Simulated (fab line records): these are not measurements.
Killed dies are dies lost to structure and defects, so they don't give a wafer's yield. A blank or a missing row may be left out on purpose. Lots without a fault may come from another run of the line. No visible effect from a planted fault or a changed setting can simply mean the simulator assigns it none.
fab line records	flow gf180mcu
record: lots: 24	wafers: 72	last_day: 34
route steps=602 shown V3@432 M4@458 V4@480 V5@558 TOP_METAL@571
lots that met no fault: taken from a fault-free run of the same line
start_h: hours from the record's first day to the start of the lot's first wafer shown	wait_h: how many hours have passed since the lot's step before this one	" identical to the entry in the row above	L1.1+2: several wafers, shown together as one row	- value missing, or start not given	* or withheld: withheld	< > ~ a bound
route shown NAME@n: NAME is a module with steps in the file, n the number in the route of the first one	usual: mean/standard deviation taken from wafers without a fault	same: alike in all rows	chamber/n: place in a boat	sites: the reading at each site	_std_site: the standard deviation of these	_edge_site: outer sites' mean less inner sites'	radius_mm: how far each site lies from the wafer's centre	mask NAME#n: copy n	behind: the tool/chamber that last shaped the wafer	hold: the reason the lot was held/the length of the hold in hours/how it ended	device: the n, p or np transistor that did not switch	end of line: tests of these same wafers at the route's end	for a step that has no rows: nothing shown but its recipe	killed: count of dies lost to structure and defects at first sort (not the wafer's yield)	map: a wafer's dies, x killed, . not, _ none there
set.NAME: setting as actually run; set.NAME@STEP: the setting as run at that earlier step	model.NAME: the simulator's own value behind a step, which no gauge read
route steps across a sampled set of lots; one table per step, one row per wafer
services: a tool's chamber out of use, with start hour (start_h, from the record's first day; less than 0 if before it), hours out, and reason
== steps ==
step: GF_V3_THK_MEAS_03
recipe: reads: SiO2_of_V3_CVD_02
usual: V3_CVD_02_THK: 849/11
lot.wafer	tool	chamber	start_h	wait_h	V3_CVD_02_THK[nm]
L074.1	film_metro-03	-	485.22	0.0	857
L074.2	"	-	"	"	855
L074.3	"	-	"	"	850
L075.1	film_metro-03	-	494.15	0.0	830
L075.2	"	-	"	"	838
L075.5	"	-	"	"	850
L076.1	film_metro-01	-	507.69	0.0	840
L076.4	"	-	"	"	856
L076.5	"	-	"	"	849
L077.1	film_metro-03	-	515.50	0.0	844
L077.2	"	-	"	"	849
L077.6	"	-	"	"	862
L078.1	film_metro-04	-	528.15	0.0	830
L078.3	"	-	"	"	826
L078.6	"	-	"	"	843
L079.2	film_metro-03	-	534.96	0.0	837
L079.4	"	-	"	"	860
L079.5	"	-	"	"	871
L080.1	film_metro-03	-	544.57	0.0	831
L080.5	"	-	"	"	853
L080.6	"	-	"	"	852
L081.3	film_metro-03	-	556.80	0.1	854
L081.4	"	-	"	"	860
L081.5	"	-	"	"	848
L082.2	film_metro-01	-	557.30	0.0	834
L082.4	"	-	"	"	854
L082.5	"	-	"	"	852
L083.2	film_metro-04	-	574.03	0.0	835
L083.5	"	-	"	"	842
L083.6	"	-	"	"	854
L084.2	film_metro-04	-	581.61	0.0	818
L084.5	"	-	"	"	840
L084.6	"	-	"	"	837
L085.1	film_metro-01	-	583.49	0.1	850
L085.4	"	-	"	"	862
L085.6	"	-	"	"	852
L086.1	film_metro-03	-	590.85	0.0	829
L086.2	"	-	"	"	849
L086.3	"	-	"	"	842
L087.3	film_metro-03	-	600.41	0.1	845
L087.4	"	-	"	"	843
L087.6	"	-	"	"	862
L088.1	film_metro-03	-	608.99	0.1	832
L088.4	"	-	"	"	845
L088.6	"	-	"	"	848
L089.1	film_metro-01	-	614.95	0.1	852
L089.4	"	-	"	"	851
L089.6	"	-	"	"	855
L090.4	film_metro-01	-	629.29	0.0	862
L090.5	"	-	"	"	853
L090.6	"	-	"	"	850
L091.1	film_metro-01	-	630.88	0.0	842
L091.4	"	-	"	"	863
L091.6	"	-	"	"	869
L092.1	film_metro-01	-	635.78	0.0	847
L092.3	"	-	"	"	849
L092.5	"	-	"	"	853
L093.3	film_metro-03	-	645.36	0.1	838
L093.4	"	-	"	"	854
L093.5	"	-	"	"	856
L094.3	film_metro-01	-	652.81	0.1	847
L094.5	"	-	"	"	865
L094.6	"	-	"	"	853
L095.1	film_metro-03	-	662.83	0.0	861
L095.3	"	-	"	"	851
L095.6	"	-	"	"	860
L096.2	film_metro-01	-	666.44	0.1	853
L096.3	"	-	"	"	848
L096.5	"	-	"	"	861
L097.1	film_metro-04	-	667.79	0.0	857
L097.5	"	-	"	"	864
L097.6	"	-	"	"	859
step: GF_V3_OVL_MEAS_15
usual: V3_OVL: 4/5.5
lot.wafer	tool	chamber	start_h	wait_h	V3_OVL[nm]
L074.1	overlay-01	-	509.39	0.1	16
L074.2	"	-	"	"	6
L074.3	"	-	"	"	20
L075.1	overlay-02	-	518.24	0.1	-8
L075.2	"	-	"	"	-2
L075.5	"	-	"	"	-7
L076.1	overlay-01	-	531.34	0.1	8
L076.4	"	-	"	"	-4
L076.5	"	-	"	"	2
L077.1	overlay-01	-	539.07	0.1	2
L077.2	"	-	"	"	-1
L077.6	"	-	"	"	-7
L078.1	overlay-01	-	550.79	0.1	3
L078.3	"	-	"	"	13
L078.6	"	-	"	"	5
L079.2	overlay-01	-	557.99	0.1	2
L079.4	"	-	"	"	3
L079.5	"	-	"	"	1
L080.1	overlay-01	-	567.14	0.1	6
L080.5	"	-	"	"	10
L080.6	"	-	"	"	10
L081.3	overlay-01	-	578.73	0.1	9
L081.4	"	-	"	"	8
L081.5	"	-	"	"	-1
L082.2	overlay-01	-	579.10	0.1	-1
L082.4	"	-	"	"	8
L082.5	"	-	"	"	1
L083.2	overlay-01	-	598.20	0.1	3
L083.5	"	-	"	"	2
L083.6	"	-	"	"	0
L084.2	overlay-01	-	603.85	0.1	3
L084.5	"	-	"	"	7
L084.6	"	-	"	"	-4
L085.1	overlay-01	-	605.39	0.1	5
L085.4	"	-	"	"	6
L085.6	"	-	"	"	10
L086.1	overlay-01	-	612.29	0.1	3
L086.2	"	-	"	"	18
L086.3	"	-	"	"	4
L087.3	overlay-01	-	621.31	0.1	5
L087.4	"	-	"	"	3
L087.6	"	-	"	"	7
L088.1	overlay-01	-	629.34	0.1	-5
L088.4	"	-	"	"	-1
L088.6	"	-	"	"	2
L089.1	overlay-01	-	635.19	0.1	11
L089.4	"	-	"	"	6
L089.6	"	-	"	"	7
L090.4	overlay-01	-	649.75	0.1	5
L090.5	"	-	"	"	1
L090.6	"	-	"	"	10
L091.1	overlay-01	-	651.54	0.1	2
L091.4	"	-	"	"	3
L091.6	"	-	"	"	1
L092.1	overlay-01	-	656.99	0.1	6
L092.3	"	-	"	"	6
L092.5	"	-	"	"	12
L093.3	overlay-01	-	665.55	0.1	9
L093.4	"	-	"	"	2
L093.5	"	-	"	"	9
L094.3	overlay-01	-	671.96	0.1	3
L094.5	"	-	"	"	-2
L094.6	"	-	"	"	2
L095.1	overlay-01	-	682.19	0.1	12
L095.3	"	-	"	"	12
L095.6	"	-	"	"	6
L096.2	overlay-01	-	685.70	0.1	12
L096.3	"	-	"	"	7
L096.5	"	-	"	"	13
L097.1	overlay-01	-	687.35	0.1	10
L097.5	"	-	"	"	10
L097.6	"	-	"	"	2
step: GF_M4_SPUTTER_02
recipe: material: AlCu	target_thk_nm: 450	power_w: 10600	time_s: 23.9	chamber_pressure_pa: 0.4
usual: throttle_valve_pct: 30.1/0.75
lot.wafer	tool	chamber	start_h	wait_h	throttle_valve_pct
L074.1	pvd_sputter-02	-	510.96	0.0	30.2
L074.2	"	-	"	"	29.1
L074.3	"	-	"	"	30.5
L075.1	pvd_sputter-01	-	519.77	0.0	30.3
L075.2	"	-	"	"	30.0
L075.5	"	-	"	"	30.7
L076.1	pvd_sputter-03	-	532.86	0.0	31.7
L076.4	"	-	"	"	31.3
L076.5	"	-	"	"	29.3
L077.1	pvd_sputter-01	-	540.70	0.0	30.7
L077.2	"	-	"	"	30.0
L077.6	"	-	"	"	30.5
L078.1	pvd_sputter-02	-	552.32	0.0	28.9
L078.3	"	-	"	"	30.3
L078.6	"	-	"	"	28.8
L079.2	pvd_sputter-01	-	559.52	0.0	29.6
L079.4	"	-	"	"	30.5
L079.5	"	-	"	"	29.5
L080.1	pvd_sputter-03	-	569.00	0.0	29.3
L080.5	"	-	"	"	30.8
L080.6	"	-	"	"	29.2
L081.3	pvd_sputter-01	-	580.30	0.0	30.4
L081.4	"	-	"	"	29.5
L081.5	"	-	"	"	30.4
L082.2	pvd_sputter-03	-	580.66	0.0	31.1
L082.4	"	-	"	"	29.3
L082.5	"	-	"	"	29.6
L083.2	pvd_sputter-02	-	600.07	0.0	28.9
L083.5	"	-	"	"	29.0
L083.6	"	-	"	"	29.3
L084.2	pvd_sputter-01	-	605.37	0.0	30.5
L084.5	"	-	"	"	30.3
L084.6	"	-	"	"	29.2
L085.1	pvd_sputter-02	-	606.92	0.0	30.4
L085.4	"	-	"	"	30.6
L085.6	"	-	"	"	29.1
L086.1	pvd_sputter-03	-	613.84	0.0	31.2
L086.2	"	-	"	"	30.7
L086.3	"	-	"	"	29.6
L087.3	pvd_sputter-03	-	622.83	0.0	31.3
L087.4	"	-	"	"	29.3
L087.6	"	-	"	"	31.2
L088.1	pvd_sputter-01	-	630.86	0.0	29.9
L088.4	"	-	"	"	30.7
L088.6	"	-	"	"	30.2
L089.1	pvd_sputter-01	-	636.72	0.0	30.3
L089.4	"	-	"	"	29.2
L089.6	"	-	"	"	29.5
L090.4	pvd_sputter-01	-	651.34	0.0	29.5
L090.5	"	-	"	"	29.8
L090.6	"	-	"	"	30.3
L091.1	pvd_sputter-01	-	653.15	0.0	29.7
L091.4	"	-	"	"	30.4
L091.6	"	-	"	"	30.0
L092.1	pvd_sputter-01	-	658.58	0.0	29.5
L092.3	"	-	"	"	30.4
L092.5	"	-	"	"	29.6
L093.3	pvd_sputter-02	-	667.17	0.0	30.3
L093.4	"	-	"	"	29.2
L093.5	"	-	"	"	29.5
L094.3	pvd_sputter-02	-	673.48	0.0	29.1
L094.5	"	-	"	"	30.4
L094.6	"	-	"	"	30.3
L095.1	pvd_sputter-03	-	683.71	0.0	29.4
L095.3	"	-	"	"	30.9
L095.6	"	-	"	"	29.5
L096.2	pvd_sputter-02	-	687.21	0.0	30.6
L096.3	"	-	"	"	29.1
L096.5	"	-	"	"	30.0
L097.1	pvd_sputter-01	-	688.87	0.0	30.4
L097.5	"	-	"	"	30.8
L097.6	"	-	"	"	29.5
step: GF_V4_CMP_04
recipe: material: SiO2	down_force_psi: 4	platen_rpm: 60	pad_velocity_m_s: 0.94248
usual: motor_current_A: 11.2/1.1	retaining_ring_pressure_frac: 0.999/0.0048	time_to_endpoint_s: 80/4.5
lot.wafer	tool	chamber	start_h	wait_h	motor_current_A	retaining_ring_pressure_frac	time_to_endpoint_s
L074.1	cmp-02	1	534.65	0.1	11.9	0.995	84
L074.2	"	2	"	"	11.2	1.004	80
L074.3	"	0	"	"	11.7	1.012	83
L075.1	cmp-01	1	543.51	0.1	10.0	1.007	75
L075.2	"	3	"	"	11.7	0.996	78
L075.5	"	1	"	"	10.4	1.011	73
L076.1	cmp-01	3	556.33	0.1	11.8	0.992	72
L076.4	"	1	"	"	9.9	1.004	81
L076.5	"	3	"	"	12.2	0.993	76
L077.1	cmp-02	1	563.72	0.1	12.0	1.004	76
L077.2	"	0	"	"	12.1	1.007	74
L077.6	"	1	"	"	12.5	1.003	81
L078.3	cmp-01	3	577.11	2.5	11.4	0.995	81
L078.1	"	2	"	"	12.6	1.006	78
L078.6	"	0	"	"	11.8	1.000	85
L079.4	cmp-02	0	582.86	0.0	12.0	0.990	80
L079.2	"	2	"	"	10.2	0.999	80
L079.5	"	0	"	"	12.2	0.998	83
L080.1	cmp-02	3	591.16	0.1	9.3	0.996	82
L080.6	"	2	"	"	11.4	0.998	88
L080.5	"	3	"	"	8.9	1.000	85
L081.3	cmp-01	2	603.97	0.1	12.5	1.000	82
L081.4	"	3	"	"	11.7	0.993	82
L081.5	"	1	"	"	9.9	0.999	86
L082.4	cmp-02	1	604.09	0.1	12.6	1.005	81
L082.2	"	2	"	"	10.8	0.995	73
L082.5	"	3	"	"	9.2	1.000	85
L083.2	cmp-01	0	620.99	0.1	12.0	1.002	78
L083.5	"	2	"	"	12.7	1.001	84
L083.6	"	3	"	"	11.9	0.999	83
L084.2	cmp-02	1	628.09	0.0	11.4	1.003	83
L084.6	"	1	"	"	12.4	1.001	85
L084.5	"	2	"	"	11.0	0.998	91
L085.4	cmp-01	0	628.96	0.1	11.3	0.996	84
L085.1	"	2	"	"	12.5	0.997	81
L085.6	"	0	"	"	11.4	0.997	83
L086.3	cmp-02	1	634.62	0.1	11.9	0.994	69
L086.2	"	2	"	"	10.5	1.009	73
L086.1	"	3	"	"	9.1	0.997	71
L087.4	cmp-02	1	643.81	0.1	11.9	1.009	86
L087.3	"	3	"	"	9.7	0.999	83
L087.6	"	1	"	"	11.4	1.012	84
L088.4	cmp-01	2	652.15	0.1	12.4	1.003	74
L088.1	"	3	"	"	11.5	1.001	72
L088.6	"	1	"	"	10.0	0.997	80
L089.4	cmp-02	1	658.09	0.0	11.6	1.003	84
L089.1	"	3	"	"	9.5	1.001	79
L089.6	"	2	"	"	10.5	1.003	80
L090.4	cmp-01	1	671.16	0.0	10.7	1.004	82
L090.5	"	1	"	"	9.8	1.001	84
L090.6	"	2	"	"	12.3	0.992	85
L091.1	cmp-02	3	672.97	0.1	9.5	0.999	73
L091.4	"	1	"	"	11.7	0.988	84
L091.6	"	3	"	"	9.2	1.001	81
L092.1	cmp-01	2	679.58	0.1	12.4	0.996	77
L092.3	"	3	"	"	12.1	0.989	80
L092.5	"	2	"	"	11.9	0.999	84
L093.4	cmp-01	3	687.03	0.1	11.7	0.998	88
L093.3	"	1	"	"	10.3	0.995	77
L093.5	"	2	"	"	12.7	0.998	87
L094.3	cmp-02	3	693.95	0.2	9.4	1.009	76
L094.5	"	2	"	"	10.3	1.000	81
L094.6	"	3	"	"	9.3	1.004	73
L095.1	cmp-02	3	704.53	0.2	9.8	0.999	77
L095.3	"	0	"	"	12.4	0.995	74
L095.6	"	3	"	"	9.3	1.000	80
L096.2	cmp-02	2	707.39	0.1	10.6	1.000	71
L096.3	"	0	"	"	12.2	0.995	72
L096.5	"	1	"	"	11.2	0.991	77
L097.1	cmp-02	0	708.40	0.1	12.1	1.003	74
L097.5	"	2	"	"	10.2	0.995	84
L097.6	"	3	"	"	8.8	0.999	81
step: GF_V5_STRIP_18
recipe: chemistry: O2/N2	power_w: 1400	pressure_mtorr: 1500	platen_temp_c: 250	o2_flow_sccm: 3000	n2_flow_sccm: 300	overash_fraction: 0.5
usual: drypump_motor_current_A: 5.5/0.53	heater_power_w: 331/24	oes_product_au: 0.568/0.0047	platen_temp_c: 249.98/0.19
lot.wafer	tool	chamber	start_h	wait_h	drypump_motor_current_A	heater_power_w	oes_product_au	platen_temp_c	rf_hours_counter_h
L074.1	plasma_asher-02	0	625.45	-	6.3	378	0.570	250.01	87
L074.2	"	1	"	"	5.9	318	0.570	250.14	87
L074.3	"	0	"	"	6.3	369	0.565	249.94	-
L075.1	plasma_asher-03	0	631.92	-	4.9	297	0.563	249.82	16
L075.2	"	1	"	"	5.0	302	0.564	249.86	16
L075.5	"	1	"	"	5.0	311	0.564	249.74	-
L076.1	plasma_asher-03	0	643.90	-	4.9	313	0.564	250.09	17
L076.4	"	0	"	"	4.9	302	0.568	250.15	-
L076.5	"	0	"	"	4.9	300	0.575	250.04	-
L077.1	plasma_asher-02	0	650.58	-	6.3	368	0.564	250.13	90
L077.2	"	1	"	"	6.0	322	0.565	250.23	90
L077.6	"	1	"	"	5.9	313	0.563	250.08	-
L078.1	plasma_asher-02	0	661.70	-	6.4	381	0.566	249.97	91
L078.3	"	1	"	"	6.0	309	0.578	250.08	-
L078.6	"	1	"	"	5.9	323	0.561	249.77	-
L079.2	plasma_asher-04	0	669.20	-	5.4	331	0.568	250.19	58
L079.4	"	0	"	"	5.4	338	0.569	249.82	-
L079.5	"	1	"	"	5.1	336	0.562	250.04	-
L080.1	plasma_asher-04	0	676.23	-	5.3	346	0.575	250.31	59
L080.5	"	0	"	"	5.4	342	0.563	249.92	-
L080.6	"	1	"	"	5.1	342	0.572	249.97	-
L082.2	plasma_asher-04	0	686.85	-	5.3	327	0.559	249.91	60
L082.4	"	0	"	"	5.3	344	0.572	249.71	-
L082.5	"	1	"	"	5.1	334	0.562	250.23	-
L081.3	plasma_asher-03	0	687.36	-	4.9	304	0.568	250.13	-
L081.4	"	1	"	"	4.9	309	0.570	250.08	-
L081.5	"	0	"	"	4.9	307	0.564	250.20	-
L083.2	plasma_asher-03	1	700.50	-	5.0	311	0.575	250.16	23
L083.5	"	1	"	"	4.9	309	0.576	250.09	-
L083.6	"	0	"	"	4.9	303	0.569	250.06	-
L084.2	plasma_asher-02	0	708.57	-	6.3	372	0.572	249.91	96
L084.5	"	1	"	"	6.0	322	0.571	250.31	-
L084.6	"	0	"	"	6.3	366	0.577	250.04	-
L085.1	plasma_asher-04	0	710.82	-	5.4	346	0.568	250.07	63
L085.4	"	0	"	"	5.4	343	0.570	250.03	-
L085.6	"	1	"	"	5.1	341	0.568	249.68	-
L086.1	plasma_asher-03	1	714.35	-	5.0	311	0.564	249.81	24
L086.2	"	0	"	"	4.9	311	0.568	249.77	24
L086.3	"	0	"	"	4.9	307	0.562	249.69	-
L087.3	plasma_asher-04	1	723.31	-	5.1	343	0.573	249.72	-
L087.4	"	0	"	"	5.4	347	0.564	249.77	-
L087.6	"	0	"	"	5.3	342	0.561	249.87	-
L088.1	plasma_asher-04	1	730.43	-	5.1	345	0.569	249.97	65
L088.4	"	1	"	"	5.1	334	0.566	250.26	-
L088.6	"	0	"	"	5.3	340	0.562	250.18	-
L089.1	plasma_asher-02	0	736.65	-	6.3	375	0.567	249.91	99
L089.4	"	0	"	"	6.3	367	0.569	250.07	-
L089.6	"	0	"	"	6.3	369	0.562	249.70	-
L090.4	plasma_asher-03	0	747.41	-	4.9	305	0.566	250.02	-
L090.5	"	0	"	"	4.9	297	0.571	250.15	-
L090.6	"	1	"	"	4.9	308	0.566	250.09	-
L091.1	plasma_asher-04	0	749.22	-	5.4	350	0.571	249.93	67
L091.4	"	1	"	"	5.1	340	0.560	249.89	-
L091.6	"	1	"	"	5.1	338	0.572	249.64	-
L092.1	plasma_asher-02	1	754.57	-	6.0	302	0.558	249.82	101
L092.3	"	0	"	"	6.3	365	0.567	249.94	-
L092.5	"	1	"	"	6.0	325	0.561	249.91	-
L093.3	plasma_asher-04	1	762.13	-	5.2	337	0.572	250.06	-
L093.4	"	0	"	"	5.3	343	0.568	249.91	-
L093.5	"	0	"	"	5.3	337	0.564	250.09	-
L094.3	plasma_asher-03	0	766.98	-	4.9	300	0.562	249.78	-
L094.5	"	1	"	"	5.0	312	0.567	250.28	-
L094.6	"	0	"	"	4.9	307	0.564	250.15	-
L095.1	plasma_asher-04	1	777.45	-	5.1	344	0.564	249.63	70
L095.3	"	0	"	"	5.3	341	0.571	249.79	-
L095.6	"	0	"	"	5.3	345	0.569	250.00	-
L096.2	plasma_asher-02	0	778.97	-	6.3	381	0.575	250.17	104
L096.3	"	1	"	"	6.0	322	0.563	249.93	-
L096.5	"	1	"	"	6.0	318	0.572	249.67	-
L097.1	plasma_asher-02	1	781.28	-	6.0	317	0.569	249.96	104
L097.5	"	1	"	"	6.0	307	0.572	250.11	-
L097.6	"	0	"	"	6.3	373	0.571	250.07	-
step: GF_TOP_METAL_SPUTTER_04
recipe: material: TiN	target_thk_nm: 25	power_w: 6500	time_s: 20.34	chamber_pressure_pa: 0.4
usual: throttle_valve_pct: 30.2/0.86
lot.wafer	tool	chamber	start_h	wait_h	throttle_valve_pct
L074.1	pvd_sputter-01	-	626.87	0.0	29.4
L074.2	"	-	"	"	30.6
L074.3	"	-	"	"	30.4
L075.1	pvd_sputter-02	-	633.34	0.0	30.5
L075.2	"	-	"	"	30.4
L075.5	"	-	"	"	30.5
L076.1	pvd_sputter-03	-	645.34	0.0	30.9
L076.4	"	-	"	"	31.7
L076.5	"	-	"	"	30.5
L077.1	pvd_sputter-01	-	652.01	0.0	30.4
L077.2	"	-	"	"	29.4
L077.6	"	-	"	"	29.5
L078.1	pvd_sputter-03	-	663.20	0.0	30.8
L078.3	"	-	"	"	31.2
L078.6	"	-	"	"	30.9
L079.2	pvd_sputter-02	-	670.63	0.0	29.1
L079.4	"	-	"	"	29.5
L079.5	"	-	"	"	29.1
L080.1	pvd_sputter-02	-	677.68	0.0	30.4
L080.5	"	-	"	"	29.1
L080.6	"	-	"	"	30.6
L082.2	pvd_sputter-02	-	688.27	0.0	30.5
L082.4	"	-	"	"	30.1
L082.5	"	-	"	"	29.6
L081.3	pvd_sputter-03	-	688.75	0.0	31.0
L081.4	"	-	"	"	31.8
L081.5	"	-	"	"	31.3
L083.2	pvd_sputter-01	-	702.03	0.0	29.9
L083.5	"	-	"	"	29.8
L083.6	"	-	"	"	30.3
L084.2	pvd_sputter-03	-	709.99	0.0	29.3
L084.5	"	-	"	"	31.6
L084.6	"	-	"	"	31.8
L085.1	pvd_sputter-02	-	712.24	0.0	29.1
L085.4	"	-	"	"	29.3
L085.6	"	-	"	"	29.1
L086.1	pvd_sputter-02	-	715.77	0.0	30.3
L086.2	"	-	"	"	29.2
L086.3	"	-	"	"	30.4
L087.3	pvd_sputter-03	-	724.80	0.0	30.8
L087.4	"	-	"	"	31.9
L087.6	"	-	"	"	32.1
L088.1	pvd_sputter-02	-	731.85	0.0	30.4
L088.4	"	-	"	"	28.9
L088.6	"	-	"	"	30.6
L089.1	pvd_sputter-03	-	738.09	0.0	31.8
L089.4	"	-	"	"	30.8
L089.6	"	-	"	"	31.3
L090.4	pvd_sputter-02	-	748.82	0.0	30.5
L090.5	"	-	"	"	30.2
L090.6	"	-	"	"	29.1
L091.1	pvd_sputter-02	-	750.72	0.0	30.3
L091.4	"	-	"	"	30.2
L091.6	"	-	"	"	30.3
L092.1	pvd_sputter-03	-	755.99	0.0	29.5
L092.3	"	-	"	"	32.0
L092.5	"	-	"	"	30.8
L093.3	pvd_sputter-02	-	763.52	0.0	30.2
L093.4	"	-	"	"	29.2
L093.5	"	-	"	"	30.2
L094.3	pvd_sputter-02	-	768.37	0.0	29.2
L094.5	"	-	"	"	30.4
L094.6	"	-	"	"	29.1
L095.1	pvd_sputter-03	-	778.87	0.0	29.6
L095.3	"	-	"	"	30.8
L095.6	"	-	"	"	29.3
L096.2	pvd_sputter-02	-	780.39	0.0	29.2
L096.3	"	-	"	"	30.4
L096.5	"	-	"	"	30.2
L097.1	pvd_sputter-02	-	782.73	0.0	29.2
L097.5	"	-	"	"	29.2
L097.6	"	-	"	"	29.1
== services ==
tool	chamber	start_h	hours	kind
cmp-02	-	493.21	12.0	pm
cmp-02	-	506.31	1.1	repair
cmp-02	-	532.14	2.1	pm
pvd_sputter-03	-	558.30	1.1	repair
cmp-01	-	564.08	6.5	pm
cmp-02	-	572.00	4.0	pm
cmp-01	-	579.25	1.5	repair
cmp-02	-	584.14	0.7	repair
pvd_sputter-01	-	600.61	1.0	repair
plasma_asher-04	-	604.75	5.0	repair
pvd_sputter-02	0	631.46	-	consumable_replace:kit
pvd_sputter-02	0	631.46	18.0	scheduled_down
cmp-02	-	637.40	0.8	repair
cmp-02	-	669.78	0.3	repair
cmp-01	-	679.96	1.6	repair
pvd_sputter-02	-	680.69	3.5	repair
pvd_sputter-02	-	691.43	0.7	repair
pvd_sputter-02	-	693.74	4.9	repair
cmp-01	-	705.32	0.5	repair
plasma_asher-04	-	720.23	0.3	repair
pvd_sputter-03	-	733.91	3.2	repair
cmp-01	-	744.13	4.0	pm
pvd_sputter-01	-	755.60	8.3	repair
plasma_asher-03	-	768.10	27.5	pm
== key ==
fault none
